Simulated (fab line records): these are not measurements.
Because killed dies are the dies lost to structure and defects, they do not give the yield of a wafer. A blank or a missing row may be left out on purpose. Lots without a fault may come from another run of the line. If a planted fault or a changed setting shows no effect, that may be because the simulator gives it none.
Comparing a struck lot with a sound one -- flow sky130 -- 16 steps out of a route of 708
Sound: wafers L172.1, L172.3, L172.4. Wafers L180.2, L180.3, L180.5 were the ones struck. Last of all comes the cause.
At each step with rows: each side's tool, then ch and its chambers, then its first start. Under that, the readings that differ: sound wafers -- struck wafers -- difference of the means -- sigmas: that difference in standard deviations of wafers without a fault.
alike: readings whose means differ by less than 2 such deviations, and words and numbers that are the same on both sides. not compared: withheld readings, readings that some wafer has no value for, bounds like >300 that may hide the same value, and numbers for which the record gives no deviation and whose values overlap.
A row with sigmas, a row that says differs or no value, or rows on one side alone: a step with any of these is where the two part. Numbers that don't overlap but have no deviation are shown without sigmas and don't part them. Lack of a reading on every wafer of one side parts them only where that side has two or more wafers.

first, 5 steps without rows for these wafers: SKY_SONOS_TUNNEL_COAT_02 (resist thk 1140 nm); SKY_SONOS_TUNNEL_SOFTBAKE_03 (time 60 s); SKY_SONOS_TUNNEL_EXPOSE_04 (exposes mask TUNM, target cd 410 nm); SKY_SONOS_TUNNEL_PEB_05; SKY_SONOS_TUNNEL_DEVELOP_06 (develop time 60 s).
SKY_SONOS_TUNNEL_CD_MEAS_07: target cd 410 nm.
  sound: cd_sem-02 at day 11 07:46; struck: cd_sem-01 at day 14 16:29
  alike: cd_nm
SKY_SONOS_TUNNEL_OVL_MEAS_08:
  sound: overlay-02 at day 11 07:53; struck: overlay-01 at day 14 16:35
  alike: SONOS_TUNNEL_OVL
then, 3 steps without rows for these wafers: SKY_SONOS_TUNNEL_IMPLANT_09; SKY_SONOS_TUNNEL_WET_ETCH_10 (etches SiO2 in dHF, target depth 14 nm, time 280 s); SKY_SONOS_TUNNEL_STRIP_11 (strips in SPM, time 600 s).
SKY_SONOS_TUNNEL_TW_MEAS_12:
  sound: film_metro-03 at day 11 08:22; struck: film_metro-04 at day 14 17:02
  alike: SONOS_TUNNEL_TW
then, 1 step without rows for these wafers: SKY_SONOS_TUNNEL_CLEAN_13 (cleans in dHF, time 20 s).
SKY_SONOS_ONO_OXIDATION_00: stabilise 600 s, purge 300 s, target thk 2.6 nm.
  sound on furnace-01 ch 0, day 11 08:26; struck on furnace-01 ch 0, day 14 17:06
reading,sound,struck,difference,sigmas
spike_tc_bottom_C (C),825.8 823.0 826.6,840.1 840.2 840.1,+15.0,+12
spike_tc_centre_C (C),799.7 802.4 800.5,814.7 816.0 814.8,+14.3,+9
spike_tc_lower_C (C),799.6 801.5 800.9,816.7 816.2 816.2,+15.7,+12
spike_tc_top_C (C),815.9 814.7 816.7,830.3 832.3 830.9,+15.4,+12
spike_tc_upper_C (C),798.5 797.4 799.5,815.8 814.6 814.2,+16.4,+8
tube_center_temp_C (C),799.97 800.14 799.97,815.84 815.83 815.89,+15.83,+99 or more
tube_center_temp_C_max,801.8 802.1 802.3,818.2 818.1 817.9,+16.0,+53
zone_power_centre_pct (%),14.15 14.58 14.42,14.94 14.78 15.06,+0.54,+4
model.SiO2_of_SONOS_ONO_OXIDATION_00.thk_nm (nm),2.601 2.591 2.55,3.157 3.2 3.193,+0.603,
SKY_SONOS_ONO_THK_MEAS_01:
  sound: film_metro-03 at day 11 09:47; struck: film_metro-04 at day 14 18:28
reading,sound,struck,difference,sigmas
SONOS_ONO_OXIDATION_THK (nm),2.60 2.59 2.53,3.16 3.19 3.23,+0.62,+10
then, 1 step without rows for these wafers: SKY_SONOS_ONO_CVD_02 (deposits Si3N4 from DCS/NH3, target thk 10.5 nm, time 180 s).
-- the record jumps here: 33 days lie between the struck wafers' starts before and after (it left off in module SONOS_ONO and takes up again in module PAD_OPEN, whose first step shown is number 708 of the route) --
SKY_PAD_OPEN_PROBE_99:
  sound: prober-01 at day 45 12:28; struck: prober-01 at day 48 03:59
reading,sound,struck,difference,sigmas
model.etest.sonos_erased.drive_ua_um,187.4 172.5 216.1,103.1 91.06 90.19,-97.2,
model.etest.sonos_uncharged.r_on_ohm_um,805.4 806.2 815.6,830.1 833 847.2,+27.7,
model.etest.sonos_erased.vt_v (V),-2.299 -2.266 -2.354,-1.393 -1.283 -1.221,+1.007,
model.etest.cap_ono.gate_log10_a_cm2,-7.742 -7.818 -7.84,-8.932 -8.821 -8.918,-1.090,
model.etest.cap_ono.gate_bv_v (V),16.48 16.4 16.33,17.04 16.97 17.39,+0.73,
model.etest.cap_ono.tox_acc_nm (nm),12.78 12.86 12.74,13.6 13.58 13.72,+0.8,
model.etest.sonos_programmed.vt_v (V),1.561 1.482 1.524,1.134 1.106 1.053,-0.425,
model.etest.sonos_baked.vt_less_v (V),-0.524 -0.459 -0.5309,-0.2985 -0.2937 -0.2983,+0.2078,
  alike: killed_at_M0_to_M3, killed_at_M4_up, killed_at_contacts, killed_at_front_end, killed_at_other, killed_dies, killed_open, killed_short

== WHERE THEY PART ==
Last at SKY_SONOS_ONO_THK_MEAS_01 as far as this record goes, first at SKY_SONOS_ONO_OXIDATION_00. Later steps at which nothing parts them and some readings are alike: SKY_PAD_OPEN_PROBE_99.

WHY: what had been put in by the simulator
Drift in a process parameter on furnace-01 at SKY_SONOS_ONO_OXIDATION_00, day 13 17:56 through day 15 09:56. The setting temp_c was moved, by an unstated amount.
